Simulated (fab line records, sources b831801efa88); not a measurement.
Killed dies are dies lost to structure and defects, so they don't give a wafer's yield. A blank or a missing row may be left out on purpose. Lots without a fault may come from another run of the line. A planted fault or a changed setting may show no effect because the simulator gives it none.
Which tool did it? | flow sky130 | 12 lots, 36 wafers sampled, at 2 steps of a route of 708

WHAT THE GAUGES READ, wafer by wafer
SKY_CAPM_THK_MEAS_04: measures by xrf.
lot  | measured     | on            | CAPM_TIN_THK (nm)
L075 | day 37 22:29 | film_metro-02 | 200.0 203.3 203.9
L077 | day 38 19:56 | film_metro-02 | 200.2 201.9 200.1
L079 | day 39 03:56 | film_metro-01 | 200.2 200.6 198.8
L081 | day 40 03:06 | film_metro-02 | 202.5 200.6 202.2
L083 | day 40 07:00 | film_metro-03 | 198.3 197.8 198.1
L085 | day 41 05:16 | film_metro-03 | 201.2 199.2 198.1
L087 | day 41 13:52 | film_metro-03 | 199.5 199.3 198.2
L089 | day 42 04:19 | film_metro-01 | 200.0 201.3 199.1
L091 | day 42 14:16 | film_metro-02 | 198.8 200.0 195.9
L093 | day 43 05:27 | film_metro-03 | 200.3 203.9 200.9
L095 | day 43 19:42 | film_metro-03 | 194.0 198.4 198.4
L097 | day 44 08:08 | film_metro-03 | 202.0 199.6 198.5

WHICH TOOL RAN EACH LOT (tool, then ch and the chambers of the sampled wafers, then the start)
lot  | SKY_VIA2_CVD_21
L075 | cvd_w-01 ch 0,1, day 37 21:26
L077 | cvd_w-01 ch 0,1, day 38 18:52
L079 | cvd_w-01 ch 0,1, day 39 02:41
L081 | cvd_w-01 ch 0,1, day 40 02:02
L083 | cvd_w-01 ch 0,1, day 40 05:49
L085 | cvd_w-01 ch 0,1, day 41 03:53
L087 | cvd_w-01 ch 0,1, day 41 12:47
L089 | cvd_w-02 ch 0,1, day 42 03:14
L091 | cvd_w-01 ch 0,1, day 42 13:10
L093 | cvd_w-01 ch 0,1, day 43 04:13
L095 | cvd_w-02 ch 0,1, day 43 18:37
L097 | cvd_w-01 ch 0,1, day 44 07:02
- SKY_VIA2_CVD_21: deposits W, target thk 420 nm, time 126.4 s.

THE ANSWER, worked out from the rows above alone
Rule: what is usual is taken from the lots themselves. Put in order of their means at a reading, lots are off if they are a third of the lots or fewer, leave a main group of 4 or more, and stand apart from it by a gap of 3 or more times the standard deviation of the main group's means; of several such gaps the widest counts. A main group whose means are all the same, to the digits that the tables above print for the reading, isn't used. A lot without any number at a reading at which 4 lots or more have one is off too. The other lots that the step has rows for count as sound.
No lot is off at any reading shown: from this, nothing can be told.

WHAT THE SIMULATOR HAD PUT IN
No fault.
